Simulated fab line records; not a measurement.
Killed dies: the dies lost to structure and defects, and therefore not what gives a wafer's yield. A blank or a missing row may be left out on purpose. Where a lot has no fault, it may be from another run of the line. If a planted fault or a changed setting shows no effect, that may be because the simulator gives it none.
Which of the tools did it? ; flow sky130 ; 39 wafers from 13 lots sampled at 7 of the route's 708 steps

WHAT THE GAUGES SHOWED, per wafer
SKY_NWELL_RS_MEAS_29: a four-point-probe measurement. Usual: NWELL_RS typically reads 623.3 ohm/sq, with standard deviation 1.5.
lot;measured;on;NWELL_RS (ohm/sq);flag
L156;day 5 15:58;film metro-03;625.2 626.5 625.4;
L160;day 6 16:01;film metro-02;624.4 624.8 623.9;
L161;day 6 20:11;film metro-01;622.0 623.0 622.5;
L163;day 7 07:23;film metro-01;623.7 622.7 623.6;
L170;day 9 02:34;film metro-02;624.5 622.9 621.8;
L171;day 9 07:55;film metro-02;625.1 623.1 624.1;
L172;day 9 16:23;film metro-01;623.0 622.4 624.1;
L173;day 9 20:37;film metro-01;621.7 623.7 623.9;
L174;day 9 23:17;film metro-01;621.9 622.3 620.4;
L175;day 10 04:53;film metro-01;623.3 623.0 621.9;
L176;day 10 14:44;film metro-03;624.5 626.2 625.4;
L178;day 11 00:41;film metro-03;624.9 623.3 624.0;
L179;day 11 03:41;film metro-03;622.4 622.4 621.3;

SKY_VT_ADJUST_LVTN_OVL_MEAS_07. Usual: VT_ADJUST_LVTN_OVL typically reads -0.4 nm, with standard deviation 1.5.
lot;measured;on;VT_ADJUST_LVTN_OVL (nm);flag
L156;day 7 05:59;overlay-02;-1.1 -2.1 -2.4;
L160;day 8 08:30;overlay-01;0.5 0.9 0.6;
L161;day 8 12:38;overlay-01;-0.4 -2.6 -0.3;
L163;day 9 00:29;overlay-01;1.0 0.1 -0.6;
L170;day 10 23:20;overlay-02;0.2 0.9 0.6;
L171;day 11 05:03;overlay-02;2.6 2.2 3.4;
L172;day 11 14:19;overlay-01;1.7 -0.1 0.9;
L173;day 11 17:18;overlay-01;-0.3 -0.9 1.1;
L174;day 11 21:46;overlay-02;-0.9 -1.1 1.1;
L175;day 12 04:04;overlay-01;-0.6 -2.0 -0.5;
L176;day 12 14:21;overlay-01;-2.7 -1.3 -1.2;
L178;day 13 01:49;overlay-01;1.4 1.8 0.2;
L179;day 13 04:16;overlay-02;-0.1 -0.4 -0.7;

SKY_VT_ADJUST_PCH_OVL_MEAS_07. Usual: VT_ADJUST_PCH_OVL typically reads -0.9 nm, with standard deviation 1.4.
lot;measured;on;VT_ADJUST_PCH_OVL (nm);flag
L156;day 10 20:26;overlay-02;0.1 -0.8 -0.8;
L160;day 12 02:43;overlay-01;-0.1 0.8 -0.7;
L161;day 12 07:59;overlay-02;- - -;OFF
L163;day 12 21:55;overlay-02;-0.6 0.5 0.3;
L170;day 15 04:14;overlay-02;1.2 0.6 -0.8;
L171;day 15 12:04;overlay-02;-0.9 -1.7 -2.6;
L172;day 15 22:04;overlay-01;-3.3 0.0 -1.6;
L173;day 16 03:01;overlay-01;-1.2 -1.0 -0.1;
L174;day 16 05:37;overlay-01;0.7 1.7 2.7;
L175;day 16 14:21;overlay-02;-2.0 -2.5 -1.9;
L176;day 17 01:48;overlay-01;-1.6 -0.3 -1.4;
L178;day 17 15:52;overlay-01;-1.0 0.3 -2.2;
L179;day 17 18:10;overlay-01;1.3 0.6 1.0;

SKY_VT_ADJUST_PCH_TW_MEAS_10. Usual: VT_ADJUST_PCH_TW typically reads 142.5, with standard deviation 1.2.
lot;measured;on;VT_ADJUST_PCH_TW;flag
L156;day 10 20:43;film metro-03;142.3 142.4 141.6;
L160;day 12 03:00;film metro-01;141.1 141.4 141.0;
L161;day 12 08:17;film metro-04;29.9 30.1 30.0;OFF
L163;day 12 22:13;film metro-04;142.5 143.2 142.6;
L170;day 15 04:31;film metro-01;140.0 140.2 139.9;
L171;day 15 12:21;film metro-01;140.3 140.2 140.7;
L172;day 15 22:22;film metro-04;143.1 142.3 143.4;
L173;day 16 03:18;film metro-01;140.1 141.1 140.9;
L174;day 16 05:55;film metro-03;142.2 141.8 142.1;
L175;day 16 14:38;film metro-03;142.5 142.6 142.4;
L176;day 17 02:05;film metro-03;142.9 142.6 143.1;
L178;day 17 16:10;film metro-04;145.2 143.7 143.8;
L179;day 17 18:28;film metro-01;140.3 140.6 141.8;

SKY_SONOS_TUNNEL_TW_MEAS_12. Usual: SONOS_TUNNEL_TW typically reads 197.4, with standard deviation 1.9.
lot;measured;on;SONOS_TUNNEL_TW;flag
L156;day 11 20:09;film metro-02;199.4 199.8 198.0;
L160;day 13 04:14;film metro-01;195.4 195.3 195.0;
L161;day 13 10:01;film metro-01;210.3 210.8 210.0;OFF
L163;day 14 00:23;film metro-04;198.3 198.2 198.3;
L170;day 16 09:47;film metro-04;198.8 198.1 198.7;
L171;day 16 16:41;film metro-04;199.7 199.4 198.2;
L172;day 17 02:40;film metro-01;195.4 195.1 194.6;
L173;day 17 08:13;film metro-04;199.4 199.4 198.9;
L174;day 17 11:17;film metro-01;194.3 195.2 193.5;
L175;day 17 20:10;film metro-02;198.4 199.2 198.1;
L176;day 18 08:30;film metro-02;197.5 198.9 198.4;
L178;day 18 22:36;film metro-01;194.3 194.6 194.6;
L179;day 19 01:08;film metro-04;199.4 198.5 200.4;

EACH LOT AND THE TOOL THAT RAN IT (in order: tool; ch and the chambers of the sampled wafers; start)
lot;SKY_NWELL_RTA_28;SKY_VT_ADJUST_PCH_EXPOSE_04
L156;rtp anneal-02 ch 0, day 5 15:52;iline stepper-02 ch 0, day 10 09:11
L160;rtp anneal-02 ch 0, day 6 15:55;iline stepper-02 ch 0, day 11 14:05
L161;rtp anneal-01 ch 0, day 6 20:04;iline stepper-01 ch 0, day 11 19:50
L163;rtp anneal-01 ch 0, day 7 07:17;iline stepper-01 ch 0, day 12 09:33
L170;rtp anneal-01 ch 0, day 9 02:27;iline stepper-01 ch 0, day 14 15:15
L171;rtp anneal-01 ch 0, day 9 07:49;iline stepper-02 ch 0, day 14 22:13
L172;rtp anneal-02 ch 0, day 9 16:12;iline stepper-01 ch 0, day 15 08:14
L173;rtp anneal-01 ch 0, day 9 20:31;iline stepper-02 ch 0, day 15 13:04
L174;rtp anneal-02 ch 0, day 9 23:11;iline stepper-02 ch 0, day 15 15:22
L175;rtp anneal-01 ch 0, day 10 04:47;iline stepper-02 ch 0, day 16 00:13
L176;rtp anneal-02 ch 0, day 10 14:38;iline stepper-01 ch 0, day 16 11:47
L178;rtp anneal-01 ch 0, day 11 00:35;iline stepper-02 ch 0, day 17 00:52
L179;rtp anneal-02 ch 0, day 11 03:34;iline stepper-02 ch 0, day 17 04:26
- SKY_NWELL_RTA_28: time 30 s.
- SKY_VT_ADJUST_PCH_EXPOSE_04: exposes mask NWM, target cd 840 nm.

WHAT THE TOOLS THEMSELVES READ (means of the sampled wafers that have a number; where no wafer has one, the mark that the record gives instead)
SKY_NWELL_RTA_28. Usual: lamp power pct 25.30 %, standard deviation 0.052; wafer_temp_C_max 1054.8, standard deviation 0.92.
lot;tool;lamp power pct (%);wafer_temp_C_max;flag
L156;rtp anneal-02;25.28;1054.9;
L160;rtp anneal-02;25.33;1054.6;
L161;rtp anneal-01;25.29;1054.8;
L163;rtp anneal-01;25.36;1054.8;
L170;rtp anneal-01;25.28;1054.7;
L171;rtp anneal-01;25.27;1053.9;
L172;rtp anneal-02;25.33;1054.8;
L173;rtp anneal-01;25.25;1056.0;
L174;rtp anneal-02;25.32;1054.7;
L175;rtp anneal-01;25.31;1054.5;
L176;rtp anneal-02;25.29;1054.5;
L178;rtp anneal-01;25.33;1055.3;
L179;rtp anneal-02;25.28;1054.8;

THE ANSWER, worked out from the rows above alone
Rule: take the mean of a lot's wafers that have a number; if it is more than 3 standard deviations from the usual mean, the lot is off. Also off: a lot with no number at a reading for which 4 or more lots have one. Any other lot the step has rows for is counted as sound. The gauges are gone through in route order, then the tools' own readings, and for those a lot's mean is taken as printed above. At the first step where some lot is off, the reading lying furthest off is the one used; lots without a number count as furthest.
Off: at SKY_VT_ADJUST_PCH_OVL_MEAS_07 (VT_ADJUST_PCH_OVL), L161. Without a number there: L161.
A tool fits if, at a process step before that reading, it ran every lot that is off, and no sound lot after the first of them. The gauges at SKY_VT_ADJUST_PCH_OVL_MEAS_07 aren't tried: what is off there is off at SKY_VT_ADJUST_PCH_TW_MEAS_10 too, on other tools, and a gauge's error can't cause that. Of those tried, none fits.

WHAT HAD BEEN PUT IN BY THE SIMULATOR
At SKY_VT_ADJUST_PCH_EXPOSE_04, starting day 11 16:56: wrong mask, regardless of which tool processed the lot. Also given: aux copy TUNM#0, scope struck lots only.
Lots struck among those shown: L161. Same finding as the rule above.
